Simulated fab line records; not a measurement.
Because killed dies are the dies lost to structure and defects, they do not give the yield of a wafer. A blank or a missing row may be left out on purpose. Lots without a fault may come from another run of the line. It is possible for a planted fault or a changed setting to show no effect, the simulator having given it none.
Check for tools in common | flow gf180mcu | Lots sampled 15, wafers sampled 54

== THE REASON FOR OPENING IT ==
Of 15 lots, 3 have the reading HV_LDD_4_TW flagged at GF_HV_LDD_TW_MEAS_50. No-fault wafers: 567, standard deviation 5.2.
Rule: a lot is flagged when every wafer of it that has a number lies more than 4 standard deviations from that mean, or none has a number. As for the other lots, they are considered sound.

lot  | measured     | on            | HV_LDD_4_TW, wafer by wafer | flag
L662 | day 12 10:57 | film-metro-01 | 572 570 571                 |
L665 | day 13 15:22 | film-metro-03 | 560 559 559                 |
L664 | day 13 17:14 | film-metro-03 | 559 564 560                 |
L666 | day 13 23:30 | film-metro-02 | 572 567 569                 |
L667 | day 14 10:01 | film-metro-02 | 566 570 569                 |
L668 | day 14 11:57 | film-metro-02 | 571 572 568                 |
L670 | day 15 07:06 | film-metro-03 | 562 564 563                 |
L671 | day 15 18:59 | film-metro-01 | 572 576 575                 |
L672 | day 15 19:07 | film-metro-03 | 565 565 560                 |
L673 | day 16 05:31 | film-metro-03 | 697 699 702 700 701 698     | FLAGGED
L674 | day 16 09:34 | film-metro-01 | 709 714 711 709 709 710     | FLAGGED
L675 | day 16 15:35 | film-metro-03 | 564 564 566                 |
L676 | day 16 23:28 | film-metro-02 | 708 713 707 709 706 716     | FLAGGED
L677 | day 17 09:44 | film-metro-02 | 567 564 564                 |
L681 | day 18 17:10 | film-metro-03 | 563 561 562                 |
On average the flagged lots' numbers are 707, which is +140 against the usual, or +27 standard deviations.

== LOT BY LOT: THE TOOL USED ==
The record holds 1 process step before the reading, out of a route of 602 steps. Each cell gives the tool, then ch followed by the chambers the sampled wafers passed through, then the start.
lot  | flag    | GF_HV_LDD_IMPLANT_48
L662 |         | implanter-04 ch 0, day 12 10:43
L665 |         | implanter-03 ch 0, day 13 15:10
L664 |         | implanter-02 ch 0, day 13 17:01
L666 |         | implanter-02 ch 0, day 13 23:15
L667 |         | implanter-03 ch 0, day 14 09:46
L668 |         | implanter-02 ch 0, day 14 11:42
L670 |         | implanter-03 ch 0, day 15 06:52
L671 |         | implanter-03 ch 0, day 15 18:44
L672 |         | implanter-02 ch 0, day 15 18:52
L673 | FLAGGED | implanter-04 ch 0, day 16 04:56
L674 | FLAGGED | implanter-02 ch 0, day 16 08:56
L675 |         | implanter-04 ch 0, day 16 15:20
L676 | FLAGGED | implanter-04 ch 0, day 16 22:53
L677 |         | implanter-03 ch 0, day 17 09:29
L681 |         | implanter-02 ch 0, day 18 16:58
These steps, and what they do:
- GF_HV_LDD_IMPLANT_48
- GF_HV_LDD_TW_MEAS_50

== FLAGGED OVER TOTAL, TOOL BY TOOL (the gauges that took the reading come last) ==
step                 | tool          | lots run | flagged | share of the flagged lots | sound lots run after its first flagged lot
GF_HV_LDD_IMPLANT_48 | implanter-02  | 6        | 1       | some                      | 1 (L681)
GF_HV_LDD_IMPLANT_48 | implanter-03  | 5        | 0       | none                      | -
GF_HV_LDD_IMPLANT_48 | implanter-04  | 4        | 2       | some                      | 1 (L675)
GF_HV_LDD_TW_MEAS_50 | film-metro-01 | 3        | 1       | some                      | 0
GF_HV_LDD_TW_MEAS_50 | film-metro-02 | 5        | 1       | some                      | 1 (L677)
GF_HV_LDD_TW_MEAS_50 | film-metro-03 | 7        | 1       | some                      | 2 (L675,L681)

== WHAT THE TABLE PERMITS ==
No row of the table ran every flagged lot.

== WHAT THE SIMULATOR HAD INSERTED ==
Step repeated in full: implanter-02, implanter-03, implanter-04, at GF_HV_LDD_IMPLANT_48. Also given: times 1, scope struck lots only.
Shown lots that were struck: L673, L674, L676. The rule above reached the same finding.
